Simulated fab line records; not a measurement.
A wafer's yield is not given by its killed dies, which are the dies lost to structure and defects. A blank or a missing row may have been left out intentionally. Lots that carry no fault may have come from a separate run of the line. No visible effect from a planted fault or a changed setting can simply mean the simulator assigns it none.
One fault seen from 2 desks -- flow gf180mcu -- each desk holds nothing but its own numbers, with what lay behind them at the end

## DESK OF THE TOOL OWNER: plasma-asher-03
The tool's own readings at GF_VT_IMPLANT_STRIP_31 (strips in O2/N2): means of the sampled wafers that have a number, for each lot that ran on this tool. If a lot's mean is further than 4 standard deviations from the usual mean, the lot is out of limits and carries the mark OUT (the distance appears in the brackets).
Columns: A = drypump-motor-current-A at GF_VT_IMPLANT_STRIP_31, usual 5.53 A; B = heater-power-w at GF_VT_IMPLANT_STRIP_31, usual 333 W; C = oes-product-au at GF_VT_IMPLANT_STRIP_31, usual 0.716 a.u.; D = strip-time-to-endpoint-s at GF_VT_IMPLANT_STRIP_31, usual 12.63 s
lot,first seen here,A,B,C,D
L839,day 6 17:17,5.64,338,0.715,12.61
L840,day 7 03:55,5.64,337,0.714,12.65
L843,day 7 22:49,5.65,344,0.716,12.65
L844,day 8 14:06,5.66,343,0.716,12.66
L850,day 10 01:20,5.75,357,0.957 (+52) OUT,-
L859,day 12 06:41,5.63,340,0.717,12.68
This desk's finding: out of limits on L850; first on L850, day 10 01:20 (oes-product-au at GF_VT_IMPLANT_STRIP_31). L839, L840, L843, L844, L859: within limits.

## THE METROLOGY DESK
What the gauges read for every lot (on any tool): the sampled wafers with a number, averaged. If a lot's mean is further than 4 standard deviations from the usual mean, the lot is out of limits and carries the mark OUT (the distance appears in the brackets).
Columns: A = MVSD_OVL at GF_MVSD_OVL_MEAS_07, usual 0.7 nm; B = MVPSD_OVL at GF_MVPSD_OVL_MEAS_07, usual 0.0 nm; C = VT_IMPLANT_01_OVL at GF_VT_IMPLANT_OVL_MEAS_18, usual 0.0 nm; D = VT_IMPLANT_4_TW at GF_VT_IMPLANT_TW_MEAS_43, usual 690
lot,first seen here,A,B,C,D
L839,day 4 10:41,0.5,-0.8,0.9,692
L840,day 4 16:32,1.1,1.0,0.1,695
L843,day 5 12:05,-0.1,-1.8,1.0,693
L844,day 5 22:59,1.3,1.3,-1.4,685
L845,day 5 23:32,-0.1,-2.5,0.2,686
L846,day 6 00:28,-0.3,-0.6,0.1,694
L850,day 7 05:55,-0.3,-0.4,-1.3,412 (-43) OUT
L852,day 7 18:37,0.4,0.3,1.6,694
L857,day 9 00:32,1.5,-0.7,0.7,694
L859,day 9 05:16,2.4,0.3,-0.9,696
L858,day 9 06:20,1.6,2.3,0.1,694
L862,day 10 01:59,-0.6,-1.7,1.6,695
Per this desk, out of limits: L850; the first was L850, day 10 18:57 (VT_IMPLANT_4_TW at GF_VT_IMPLANT_TW_MEAS_43). L839, L840, L843, L844, L845, L846, L852, L857, L859, L858, L862: within limits.

## TAKEN TOGETHER
An alarm could have come from the tool owner's desk at day 10 01:20, on L850.
The metrology desk could have raised an alarm at day 10 18:57, on L850.
All the named lots went through GF_VT_IMPLANT_STRIP_31 on plasma-asher-03.

## WHAT THE SIMULATOR HAD PUT IN
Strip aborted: plasma-asher-03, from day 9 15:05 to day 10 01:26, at GF_VT_IMPLANT_STRIP_31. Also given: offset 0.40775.
Struck lots among those shown: L850.
Time in hours from fault onset to the first out-of-limits reading at each desk: tool owner's desk 10, metrology desk 28.
